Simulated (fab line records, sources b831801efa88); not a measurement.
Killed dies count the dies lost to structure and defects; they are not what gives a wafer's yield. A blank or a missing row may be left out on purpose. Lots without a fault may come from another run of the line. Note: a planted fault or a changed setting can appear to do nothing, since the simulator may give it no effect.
fab line records + flow gf180mcu + part 2 of 2: steps 27 to 36 of 36
[record]
- lots = 5
- wafers = 15
- last-day = 33
route steps=602 shown VT_IMPLANT@134 MVSD@136 NWELL@137 LVPWELL@138 MVPSD@139 DUAL_GATE@141 POLY_GATE@157
lots with no fault: from the same line, run without faults
start-h: hours from the record's opening day to when the first of the lot's shown wafers began + wait-h: hours since the lot's step before + " repeats the value in the row above + L1.1+2: one row covering several wafers at once + - value missing, or start not given + * or withheld: withheld + < > ~ a bound
route shown NAME@n: NAME is a module with steps in the file, n the number in the route of the first one + usual: mean and standard deviation over wafers with no fault + same: alike in all rows + chamber/n: place in a boat + sites: each site's reading + _std_site: standard deviation across them + _edge_site: inner sites' mean taken away from outer sites' mean + radius-mm: how far each site lies from the wafer's centre + mask NAME#n: copy n + behind: the most recent tool/chamber to have shaped the wafer + hold: why the lot was held/for how many hours/how that ended + device: which transistor (n, p or np) failed to switch + end of line: the tests these same wafers got at the end of their route + step lacking rows: just its recipe + killed: the dies lost at the first sort to structure and to defects; this is not the yield of the wafer + map: a wafer's dies, marking killed ones x, the rest . and places with no die _
set.NAME: setting as actually run; set.NAME@STEP: the setting as run at that earlier step + model.NAME: the simulator's own value behind a step, which no gauge read
lots at some steps of the route; a table a step, a row a wafer
services: from which hour (start-h, from the record's first day; less than 0 if before it) a tool's chamber was out of use, for how many hours, and why
[[steps]]
[step GF_POLY_GATE_HMDS_03]
[recipe]
- prime-time-s = 60
- prime-temp-c = 120
[usual]
- exhaust-pa = 45.1/1
[same]
- prime-time-s = 60
| lot.wafer | tool           | chamber | start-h | wait-h | exhaust-pa |
|-----------|----------------|---------|---------|--------|------------|
| L076.2    | litho-track-02 | 0       | 199.76  | 0.1    | 46.2       |
| L076.4    | "              | 0       | "       | "      | 45.3       |
| L076.5    | "              | 0       | "       | "      | 46.0       |
| L080.1    | litho-track-01 | 0       | 235.60  | 0.1    | 45.5       |
| L080.2    | "              | 0       | "       | "      | 43.1       |
| L080.6    | "              | 0       | "       | "      | 43.3       |
| L086.1    | litho-track-01 | 0       | 276.70  | 0.1    | 45.4       |
| L086.3    | "              | 0       | "       | "      | 46.8       |
| L086.6    | "              | 0       | "       | "      | 45.4       |
| L089.1    | litho-track-01 | 0       | 297.20  | 0.1    | 46.1       |
| L089.5    | "              | 0       | "       | "      | 47.0       |
| L089.6    | "              | 0       | "       | "      | 46.3       |
| L090.1    | litho-track-01 | 0       | 301.30  | 0.1    | 44.0       |
| L090.2    | "              | 0       | "       | "      | 45.5       |
| L090.4    | "              | 0       | "       | "      | 45.4       |
[step GF_POLY_GATE_COAT_04]
[recipe]
- resist = BARC
- temp-c = withheld
- time-s = withheld
- spin-rpm = withheld
- resist-thk-nm = withheld
[usual]
- exhaust-pa = 45.0/0.81
| lot.wafer | tool           | chamber | start-h | wait-h | exhaust-pa |
|-----------|----------------|---------|---------|--------|------------|
| L076.2    | litho-track-02 | 0       | 199.91  | 0.1    | 44.9       |
| L076.4    | "              | 0       | "       | "      | 44.2       |
| L076.5    | "              | 0       | "       | "      | 43.8       |
| L080.1    | litho-track-01 | 0       | 235.75  | 0.1    | 45.3       |
| L080.2    | "              | 0       | "       | "      | 45.8       |
| L080.6    | "              | 0       | "       | "      | 46.7       |
| L086.1    | litho-track-01 | 0       | 276.85  | 0.1    | 44.6       |
| L086.3    | "              | 0       | "       | "      | 46.6       |
| L086.6    | "              | 0       | "       | "      | 45.4       |
| L089.1    | litho-track-01 | 0       | 297.35  | 0.1    | 44.0       |
| L089.5    | "              | 0       | "       | "      | 45.4       |
| L089.6    | "              | 0       | "       | "      | 45.1       |
| L090.1    | litho-track-01 | 0       | 301.45  | 0.1    | 44.1       |
| L090.2    | "              | 0       | "       | "      | 45.1       |
| L090.4    | "              | 0       | "       | "      | 44.3       |
[step GF_POLY_GATE_COAT_05]
[recipe]
- resist = KrF
- spin-rpm = withheld
- resist-thk-nm = 700
[usual]
- exhaust-pa = 44.9/0.89
| lot.wafer | tool           | chamber | start-h | wait-h | exhaust-pa |
|-----------|----------------|---------|---------|--------|------------|
| L076.2    | litho-track-02 | 0       | -       | -      | 43.5       |
| L076.4    | "              | 0       | "       | "      | 44.3       |
| L076.5    | "              | 0       | "       | "      | 44.1       |
| L080.1    | litho-track-01 | 0       | -       | -      | 44.3       |
| L080.2    | "              | 0       | "       | "      | 44.7       |
| L080.6    | "              | 0       | "       | "      | 44.2       |
| L086.1    | litho-track-01 | 0       | -       | -      | 44.7       |
| L086.3    | "              | 0       | "       | "      | 45.0       |
| L086.6    | "              | 0       | "       | "      | 45.9       |
| L089.1    | litho-track-01 | 0       | -       | -      | 43.9       |
| L089.5    | "              | 0       | "       | "      | 44.1       |
| L089.6    | "              | 0       | "       | "      | 41.8       |
| L090.1    | litho-track-01 | 0       | -       | -      | 44.4       |
| L090.2    | "              | 0       | "       | "      | 45.9       |
| L090.4    | "              | 0       | "       | "      | 45.6       |
[step GF_POLY_GATE_SOFTBAKE_06]
[recipe]
- temp-c = 129.3
- time-s = 60
- resist = KrF
[usual]
- exhaust-pa = 44.9/0.98
| lot.wafer | tool           | chamber | start-h | wait-h | exhaust-pa |
|-----------|----------------|---------|---------|--------|------------|
| L076.2    | litho-track-02 | 0       | -       | -      | 44.3       |
| L076.4    | "              | 0       | "       | "      | 45.0       |
| L076.5    | "              | 0       | "       | "      | 43.7       |
| L080.1    | litho-track-01 | 0       | -       | -      | 45.1       |
| L080.2    | "              | 0       | "       | "      | 44.2       |
| L080.6    | "              | 0       | "       | "      | 44.4       |
| L086.1    | litho-track-01 | 0       | -       | -      | 45.2       |
| L086.3    | "              | 0       | "       | "      | 44.0       |
| L086.6    | "              | 0       | "       | "      | 45.2       |
| L089.1    | litho-track-01 | 0       | -       | -      | 44.8       |
| L089.5    | "              | 0       | "       | "      | 44.1       |
| L089.6    | "              | 0       | "       | "      | 46.6       |
| L090.1    | litho-track-01 | 0       | -       | -      | 45.5       |
| L090.2    | "              | 0       | "       | "      | 44.2       |
| L090.4    | "              | 0       | "       | "      | 44.2       |
[step GF_POLY_GATE_EXPOSE_07]
[recipe]
- mask-id = Poly2
- target-cd-nm = 280
- na = 0.68
- source-shape = conventional
- sigma-outer = 0.6
- dose-mj = 28
[usual]
- exposure-dose-mJ-cm2 = 28.317/0.03
| lot.wafer | tool           | chamber | start-h | wait-h | mask    | exposure-dose-mJ-cm2 |
|-----------|----------------|---------|---------|--------|---------|----------------------|
| L076.2    | krf-scanner-01 | 0       | -       | -      | Poly2#0 | 28.296               |
| L076.4    | "              | 0       | "       | "      | Poly2#0 | 28.296               |
| L076.5    | "              | 0       | "       | "      | Poly2#0 | 28.269               |
| L080.1    | krf-scanner-01 | 0       | -       | -      | Poly2#0 | 28.288               |
| L080.2    | "              | 0       | "       | "      | Poly2#0 | 28.329               |
| L080.6    | "              | 0       | "       | "      | Poly2#0 | 28.330               |
| L086.1    | krf-scanner-01 | 0       | -       | -      | Poly2#0 | 28.289               |
| L086.3    | "              | 0       | "       | "      | Poly2#0 | 28.336               |
| L086.6    | "              | 0       | "       | "      | Poly2#0 | 28.296               |
| L089.1    | krf-scanner-01 | 0       | -       | -      | Poly2#0 | 28.314               |
| L089.5    | "              | 0       | "       | "      | Poly2#0 | 28.309               |
| L089.6    | "              | 0       | "       | "      | Poly2#0 | 28.321               |
| L090.1    | krf-scanner-02 | 0       | -       | -      | Poly2#0 | 28.363               |
| L090.2    | "              | 0       | "       | "      | Poly2#0 | 28.334               |
| L090.4    | "              | 0       | "       | "      | Poly2#0 | 28.327               |
[step GF_POLY_GATE_PEB_08]
[recipe]
- peb-temp-c = 135
- peb-time-s = 90
- resist = KrF
[usual]
- exhaust-pa = 45.1/1.1
| lot.wafer | tool           | chamber | start-h | wait-h | exhaust-pa |
|-----------|----------------|---------|---------|--------|------------|
| L076.2    | litho-track-01 | 0       | -       | -      | 46.1       |
| L076.4    | "              | 0       | "       | "      | 45.7       |
| L076.5    | "              | 0       | "       | "      | 46.5       |
| L080.1    | litho-track-01 | 0       | -       | -      | 45.2       |
| L080.2    | "              | 0       | "       | "      | 45.4       |
| L080.6    | "              | 0       | "       | "      | 43.8       |
| L086.1    | litho-track-01 | 0       | -       | -      | 45.2       |
| L086.3    | "              | 0       | "       | "      | 46.2       |
| L086.6    | "              | 0       | "       | "      | 45.7       |
| L089.1    | litho-track-01 | 0       | -       | -      | 45.4       |
| L089.5    | "              | 0       | "       | "      | 44.8       |
| L089.6    | "              | 0       | "       | "      | 44.1       |
| L090.1    | litho-track-04 | 0       | -       | -      | 47.3       |
| L090.2    | "              | 0       | "       | "      | 45.3       |
| L090.4    | "              | 0       | "       | "      | 47.2       |
[step GF_POLY_GATE_DEVELOP_09]
[recipe]
- develop-time-s = 60
- resist = KrF
- dev-temp-c = 21
[usual]
- exhaust-pa = 45.2/0.88
| lot.wafer | tool           | chamber | start-h | wait-h | exhaust-pa |
|-----------|----------------|---------|---------|--------|------------|
| L076.2    | litho-track-01 | 0       | 208.33  | 0.2    | 45.4       |
| L076.4    | "              | 0       | "       | "      | 45.6       |
| L076.5    | "              | 0       | "       | "      | 45.4       |
| L080.1    | litho-track-01 | 0       | 245.65  | 0.2    | 45.4       |
| L080.2    | "              | 0       | "       | "      | 44.5       |
| L080.6    | "              | 0       | "       | "      | 44.5       |
| L086.1    | litho-track-01 | 0       | 286.95  | 0.2    | 45.7       |
| L086.3    | "              | 0       | "       | "      | 45.2       |
| L086.6    | "              | 0       | "       | "      | 46.3       |
| L089.1    | litho-track-01 | 0       | 307.70  | 0.2    | 45.1       |
| L089.5    | "              | 0       | "       | "      | 46.2       |
| L089.6    | "              | 0       | "       | "      | 45.6       |
| L090.1    | litho-track-04 | 0       | 312.00  | 0.2    | 45.9       |
| L090.2    | "              | 0       | "       | "      | 45.0       |
| L090.4    | "              | 0       | "       | "      | 46.2       |
[step GF_POLY_GATE_CD_MEAS_10]
[recipe]
- target-cd-nm = 280
[usual]
- cd-nm = 279.8/1.2
| lot.wafer | tool      | chamber | start-h | wait-h | cd-nm |
|-----------|-----------|---------|---------|--------|-------|
| L076.2    | cd-sem-02 | -       | 208.47  | 0.1    | 279.1 |
| L076.4    | "         | -       | "       | "      | 278.4 |
| L076.5    | "         | -       | "       | "      | 279.6 |
| L080.1    | cd-sem-02 | -       | 245.80  | 0.1    | 278.5 |
| L080.2    | "         | -       | "       | "      | 279.3 |
| L080.6    | "         | -       | "       | "      | 278.1 |
| L086.1    | cd-sem-02 | -       | 287.10  | 0.1    | 280.0 |
| L086.3    | "         | -       | "       | "      | 279.4 |
| L086.6    | "         | -       | "       | "      | 279.3 |
| L089.1    | cd-sem-01 | -       | 307.85  | 0.1    | 279.1 |
| L089.5    | "         | -       | "       | "      | 280.1 |
| L089.6    | "         | -       | "       | "      | 279.2 |
| L090.1    | cd-sem-01 | -       | 312.15  | 0.1    | 280.8 |
| L090.2    | "         | -       | "       | "      | 279.5 |
| L090.4    | "         | -       | "       | "      | 280.0 |
[step GF_POLY_GATE_OVL_MEAS_11]
[usual]
- POLY_GATE_OVL = -1/5.6
| lot.wafer | tool       | chamber | start-h | wait-h | POLY_GATE_OVL[nm] |
|-----------|------------|---------|---------|--------|-------------------|
| L076.2    | overlay-02 | -       | 208.58  | 0.1    | 2                 |
| L076.4    | "          | -       | "       | "      | 2                 |
| L076.5    | "          | -       | "       | "      | -1                |
| L080.1    | overlay-01 | -       | 245.92  | 0.1    | 7                 |
| L080.2    | "          | -       | "       | "      | 2                 |
| L080.6    | "          | -       | "       | "      | 1                 |
| L086.1    | overlay-01 | -       | 287.22  | 0.1    | -1                |
| L086.3    | "          | -       | "       | "      | 12                |
| L086.6    | "          | -       | "       | "      | 4                 |
| L089.1    | overlay-02 | -       | 307.97  | 0.1    | -5                |
| L089.5    | "          | -       | "       | "      | -1                |
| L089.6    | "          | -       | "       | "      | -6                |
| L090.1    | overlay-02 | -       | 312.27  | 0.1    | -1                |
| L090.2    | "          | -       | "       | "      | -5                |
| L090.4    | "          | -       | "       | "      | 2                 |
[step GF_POLY_GATE_ETCH_12]
[recipe]
- chemistry = N2/H2
- target-depth-a = withheld
- overetch-a = withheld
- time-s = withheld
- target = BARC
- ion-energy-ev = 200
- source-w = 500
- bias-w = 100
- pressure-mtorr = 30
- n2-flow-sccm = 100
- h2-flow-sccm = 200
[usual]
- drypump-motor-current-A = 5.7/0.41
- oes-product-au = 0.735/0.0044
- throttle-valve-pct = 13.215/0.01
| lot.wafer | tool        | chamber | start-h | wait-h | drypump-motor-current-A | oes-product-au | throttle-valve-pct |
|-----------|-------------|---------|---------|--------|-------------------------|----------------|--------------------|
| L076.2    | rie-diel-03 | 2       | 208.61  | 0.0    | 6.4                     | 0.735          | 13.221             |
| L076.4    | "           | 1       | "       | "      | 5.7                     | 0.738          | 13.225             |
| L076.5    | "           | 1       | "       | "      | 5.6                     | 0.736          | 13.208             |
| L080.1    | rie-diel-04 | 0       | 245.96  | 0.0    | 5.3                     | 0.730          | 13.199             |
| L080.2    | "           | 3       | "       | "      | 5.7                     | 0.730          | 13.203             |
| L080.6    | "           | 2       | "       | "      | 5.9                     | 0.738          | 13.221             |
| L086.1    | rie-diel-03 | 2       | 287.26  | 0.0    | 6.4                     | 0.735          | 13.227             |
| L086.3    | "           | 3       | "       | "      | 5.6                     | 0.733          | 13.213             |
| L086.6    | "           | 2       | "       | "      | 6.4                     | 0.737          | 13.203             |
| L089.1    | rie-diel-04 | 2       | 308.01  | 0.0    | 5.9                     | 0.739          | 13.213             |
| L089.5    | "           | 1       | "       | "      | 5.7                     | 0.733          | 13.202             |
| L089.6    | "           | 0       | "       | "      | 5.2                     | 0.730          | 13.223             |
| L090.1    | rie-diel-03 | 1       | 312.30  | 0.0    | 5.7                     | 0.737          | 13.214             |
| L090.2    | "           | 3       | "       | "      | 5.6                     | 0.729          | 13.233             |
| L090.4    | "           | 2       | "       | "      | 6.4                     | 0.732          | 13.213             |
[[services]]
| tool             | chamber | start-h | hours | kind   |
|------------------|---------|---------|-------|--------|
| rie-diel-03      | -       | 159.90  | 0.6   | repair |
| iline-stepper-01 | -       | 164.54  | 1.7   | pm     |
| plasma-asher-04  | -       | 164.75  | 2.8   | pm     |
| iline-stepper-01 | -       | 185.68  | 1.4   | repair |
| krf-scanner-01   | -       | 185.75  | 1.3   | pm     |
| plasma-asher-02  | -       | 187.70  | 2.2   | repair |
| furnace-01       | -       | 188.05  | 3.7   | pm     |
| rie-diel-04      | 2       | 190.34  | 17.8  | repair |
| rie-diel-04      | 0       | 199.79  | 16.0  | repair |
| krf-scanner-01   | -       | 210.71  | 3.3   | repair |
| furnace-02       | -       | 216.32  | 4.5   | repair |
| furnace-02       | -       | 220.83  | 3.0   | pm     |
| iline-stepper-02 | -       | 221.62  | 3.1   | repair |
| rie-diel-03      | -       | 234.84  | 1.1   | repair |
| rie-diel-03      | 1       | 244.84  | 1.5   | repair |
| krf-scanner-01   | -       | 250.49  | 1.0   | pm     |
| rie-diel-03      | 2       | 259.85  | 5.8   | repair |
| rtp-anneal-02    | -       | 272.26  | 40.0  | pm     |
| rie-diel-03      | 2       | 272.45  | 1.2   | repair |
| furnace-01       | -       | 274.79  | 3.6   | pm     |
| iline-stepper-01 | -       | 276.18  | 2.6   | repair |
| wet-bench-03     | -       | 277.00  | 1.9   | repair |
| krf-scanner-01   | -       | 279.84  | 0.8   | pm     |
| furnace-01       | -       | 299.24  | 3.6   | repair |
